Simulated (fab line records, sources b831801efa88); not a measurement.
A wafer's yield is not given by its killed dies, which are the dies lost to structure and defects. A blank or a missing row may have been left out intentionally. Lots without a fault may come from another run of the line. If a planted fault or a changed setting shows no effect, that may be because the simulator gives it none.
Which tool is to blame? / flow gf180mcu / 15 lots with 45 wafers sampled at 3 steps, on a route of 602 steps

== WHAT EACH GAUGE READ, for each wafer ==
GF_V3_OVL_MEAS_15.
lot=L195; measured=day 22 07:29; on=overlay-02; V3_OVL (nm)=-6 -5 3
lot=L197; measured=day 23 02:39; on=overlay-02; V3_OVL (nm)=-1 -3 2
lot=L198; measured=day 23 11:38; on=overlay-02; V3_OVL (nm)=-7 -12 -11
lot=L201; measured=day 24 14:14; on=overlay-02; V3_OVL (nm)=- - -
lot=L202; measured=day 25 01:40; on=overlay-02; V3_OVL (nm)=- - -
lot=L203; measured=day 25 09:02; on=overlay-01; V3_OVL (nm)=- - -
lot=L204; measured=day 25 19:49; on=overlay-01; V3_OVL (nm)=8 9 13
lot=L209; measured=day 27 07:32; on=overlay-02; V3_OVL (nm)=-3 -1 -2
lot=L210; measured=day 27 15:44; on=overlay-01; V3_OVL (nm)=0 -3 3
lot=L211; measured=day 27 21:44; on=overlay-02; V3_OVL (nm)=4 0 0
lot=L213; measured=day 28 12:02; on=overlay-01; V3_OVL (nm)=-7 -14 -6
lot=L214; measured=day 28 17:07; on=overlay-01; V3_OVL (nm)=7 1 -1
lot=L215; measured=day 29 01:53; on=overlay-02; V3_OVL (nm)=-2 -2 -4
lot=L216; measured=day 29 05:53; on=overlay-02; V3_OVL (nm)=1 2 -5
lot=L218; measured=day 29 23:13; on=overlay-02; V3_OVL (nm)=-11 -10 -18

== TOOL THAT RAN EACH LOT (tool first, then ch and the chambers of the sampled wafers, then the start) ==
lot=L195; GF_M3_STRIP_17=plasmaAsher-02 ch 1, day 21 06:26; GF_V3_EXPOSE_11=krfScanner-01 ch 0, day 21 19:54
lot=L197; GF_M3_STRIP_17=plasmaAsher-01 ch 0,1, day 22 01:43; GF_V3_EXPOSE_11=krfScanner-02 ch 0, day 22 14:51
lot=L198; GF_M3_STRIP_17=plasmaAsher-03 ch 0,1, day 22 11:07; GF_V3_EXPOSE_11=krfScanner-02 ch 0, day 23 00:11
lot=L201; GF_M3_STRIP_17=plasmaAsher-01 ch 0,1, day 23 14:56; GF_V3_EXPOSE_11=krfScanner-02, day 24 03:05
lot=L202; GF_M3_STRIP_17=plasmaAsher-02 ch 0,1, day 24 02:31; GF_V3_EXPOSE_11=krfScanner-01, day 24 14:47
lot=L203; GF_M3_STRIP_17=plasmaAsher-01 ch 0,1, day 24 09:56; GF_V3_EXPOSE_11=krfScanner-02, day 24 22:02
lot=L204; GF_M3_STRIP_17=plasmaAsher-03 ch 0,1, day 24 21:11; GF_V3_EXPOSE_11=krfScanner-01 ch 0, day 25 09:44
lot=L209; GF_M3_STRIP_17=plasmaAsher-01 ch 0,1, day 26 10:03; GF_V3_EXPOSE_11=krfScanner-02 ch 0, day 26 21:39
lot=L210; GF_M3_STRIP_17=plasmaAsher-03 ch 0,1, day 26 18:19; GF_V3_EXPOSE_11=krfScanner-02 ch 0, day 27 06:04
lot=L211; GF_M3_STRIP_17=plasmaAsher-01 ch 0, day 27 00:54; GF_V3_EXPOSE_11=krfScanner-02 ch 0, day 27 12:00
lot=L213; GF_M3_STRIP_17=plasmaAsher-03 ch 0,1, day 27 15:34; GF_V3_EXPOSE_11=krfScanner-02 ch 0, day 28 02:26
lot=L214; GF_M3_STRIP_17=plasmaAsher-02 ch 0,1, day 27 20:52; GF_V3_EXPOSE_11=krfScanner-01 ch 0, day 28 08:05
lot=L215; GF_M3_STRIP_17=plasmaAsher-02 ch 0,1, day 28 05:37; GF_V3_EXPOSE_11=krfScanner-01 ch 0, day 28 16:32
lot=L216; GF_M3_STRIP_17=plasmaAsher-02 ch 0,1, day 28 10:58; GF_V3_EXPOSE_11=krfScanner-01 ch 0, day 28 21:07
lot=L218; GF_M3_STRIP_17=plasmaAsher-03 ch 0,1, day 29 03:08; GF_V3_EXPOSE_11=krfScanner-02 ch 0, day 29 14:13
- GF_M3_STRIP_17: strips in O2/N2.
- GF_V3_EXPOSE_11: exposes mask Via3, target cd 260 nm.

== AS READ BY THE TOOLS THEMSELVES (means over the sampled wafers that have a number; for cases with no such wafer, the mark the record gives instead) ==
GF_M3_STRIP_17.
lot=L195; tool=plasmaAsher-02; drypumpMotorCurrentA (A)=5.8; heaterPowerW (W)=354; oesProductAu (a.u.)=0.557; stripTimeToEndpointS (s)=7.91
lot=L197; tool=plasmaAsher-01; drypumpMotorCurrentA (A)=5.3; heaterPowerW (W)=373; oesProductAu (a.u.)=0.559; stripTimeToEndpointS (s)=7.87
lot=L198; tool=plasmaAsher-03; drypumpMotorCurrentA (A)=6.0; heaterPowerW (W)=393; oesProductAu (a.u.)=0.557; stripTimeToEndpointS (s)=7.88
lot=L201; tool=plasmaAsher-01; drypumpMotorCurrentA (A)=5.3; heaterPowerW (W)=371; oesProductAu (a.u.)=0.556; stripTimeToEndpointS (s)=7.85
lot=L202; tool=plasmaAsher-02; drypumpMotorCurrentA (A)=6.1; heaterPowerW (W)=379; oesProductAu (a.u.)=0.558; stripTimeToEndpointS (s)=7.89
lot=L203; tool=plasmaAsher-01; drypumpMotorCurrentA (A)=5.3; heaterPowerW (W)=360; oesProductAu (a.u.)=0.553; stripTimeToEndpointS (s)=7.86
lot=L204; tool=plasmaAsher-03; drypumpMotorCurrentA (A)=6.0; heaterPowerW (W)=393; oesProductAu (a.u.)=0.561; stripTimeToEndpointS (s)=7.85
lot=L209; tool=plasmaAsher-01; drypumpMotorCurrentA (A)=5.3; heaterPowerW (W)=374; oesProductAu (a.u.)=0.556; stripTimeToEndpointS (s)=7.85
lot=L210; tool=plasmaAsher-03; drypumpMotorCurrentA (A)=5.9; heaterPowerW (W)=395; oesProductAu (a.u.)=0.553; stripTimeToEndpointS (s)=7.83
lot=L211; tool=plasmaAsher-01; drypumpMotorCurrentA (A)=5.4; heaterPowerW (W)=338; oesProductAu (a.u.)=0.559; stripTimeToEndpointS (s)=7.81
lot=L213; tool=plasmaAsher-03; drypumpMotorCurrentA (A)=6.0; heaterPowerW (W)=393; oesProductAu (a.u.)=0.560; stripTimeToEndpointS (s)=7.84
lot=L214; tool=plasmaAsher-02; drypumpMotorCurrentA (A)=6.0; heaterPowerW (W)=369; oesProductAu (a.u.)=0.555; stripTimeToEndpointS (s)=7.84
lot=L215; tool=plasmaAsher-02; drypumpMotorCurrentA (A)=6.0; heaterPowerW (W)=368; oesProductAu (a.u.)=0.557; stripTimeToEndpointS (s)=7.86
lot=L216; tool=plasmaAsher-02; drypumpMotorCurrentA (A)=6.1; heaterPowerW (W)=378; oesProductAu (a.u.)=0.556; stripTimeToEndpointS (s)=7.84
lot=L218; tool=plasmaAsher-03; drypumpMotorCurrentA (A)=5.9; heaterPowerW (W)=379; oesProductAu (a.u.)=0.558; stripTimeToEndpointS (s)=7.89

GF_V3_EXPOSE_11.
lot=L195; tool=krfScanner-01; exposureDoseMJCm2=38.12; focusOffsetNm (nm)=0.1
lot=L197; tool=krfScanner-02; exposureDoseMJCm2=38.10; focusOffsetNm (nm)=-0.6
lot=L198; tool=krfScanner-02; exposureDoseMJCm2=38.23; focusOffsetNm (nm)=-0.2
lot=L201; tool=krfScanner-02; exposureDoseMJCm2=-; focusOffsetNm (nm)=-
lot=L202; tool=krfScanner-01; exposureDoseMJCm2=-; focusOffsetNm (nm)=-
lot=L203; tool=krfScanner-02; exposureDoseMJCm2=-; focusOffsetNm (nm)=-
lot=L204; tool=krfScanner-01; exposureDoseMJCm2=38.09; focusOffsetNm (nm)=-1.1
lot=L209; tool=krfScanner-02; exposureDoseMJCm2=38.10; focusOffsetNm (nm)=0.6
lot=L210; tool=krfScanner-02; exposureDoseMJCm2=38.10; focusOffsetNm (nm)=0.4
lot=L211; tool=krfScanner-02; exposureDoseMJCm2=38.09; focusOffsetNm (nm)=-0.3
lot=L213; tool=krfScanner-02; exposureDoseMJCm2=38.08; focusOffsetNm (nm)=0.0
lot=L214; tool=krfScanner-01; exposureDoseMJCm2=38.11; focusOffsetNm (nm)=0.1
lot=L215; tool=krfScanner-01; exposureDoseMJCm2=38.10; focusOffsetNm (nm)=-0.0
lot=L216; tool=krfScanner-01; exposureDoseMJCm2=38.11; focusOffsetNm (nm)=-1.1
lot=L218; tool=krfScanner-02; exposureDoseMJCm2=38.10; focusOffsetNm (nm)=0.1

== THE ANSWER, worked out from the rows above alone ==
Rule: the lots themselves supply what counts as usual. Put in order of their means at a reading, lots are off if they are a third of the lots or fewer, leave a main group of 4 or more, and stand apart from it by a gap of 3 or more times the standard deviation of the main group's means; of several such gaps the widest counts. A main group is skipped when, at the precision printed for the reading in the tables above, its means are all equal. Also off: a lot with no number at a reading for which 4 or more lots have one. All remaining lots with rows at the step are treated as sound. After the gauges, taken in route order, come the tools' own readings; for these a lot's mean is taken, as printed above. At the first step where some lot is off, the reading lying furthest off is the one used; lots without a number count as furthest.
Off: L201, L202, L203, at GF_V3_OVL_MEAS_15 (V3_OVL). Without a number there: L201, L202, L203. Mean -2 nm and standard deviation 5.9 in the main group.
A tool fits if, at a process step before that reading, it ran every lot that is off, and no sound lot after the first of them. Not tried: the gauges at GF_V3_OVL_MEAS_15; whatever is off there is also off at GF_V3_EXPOSE_11, on other tools, and gauge error can't account for it. None of those tried fits.

== WHAT THE SIMULATOR PUT IN ==
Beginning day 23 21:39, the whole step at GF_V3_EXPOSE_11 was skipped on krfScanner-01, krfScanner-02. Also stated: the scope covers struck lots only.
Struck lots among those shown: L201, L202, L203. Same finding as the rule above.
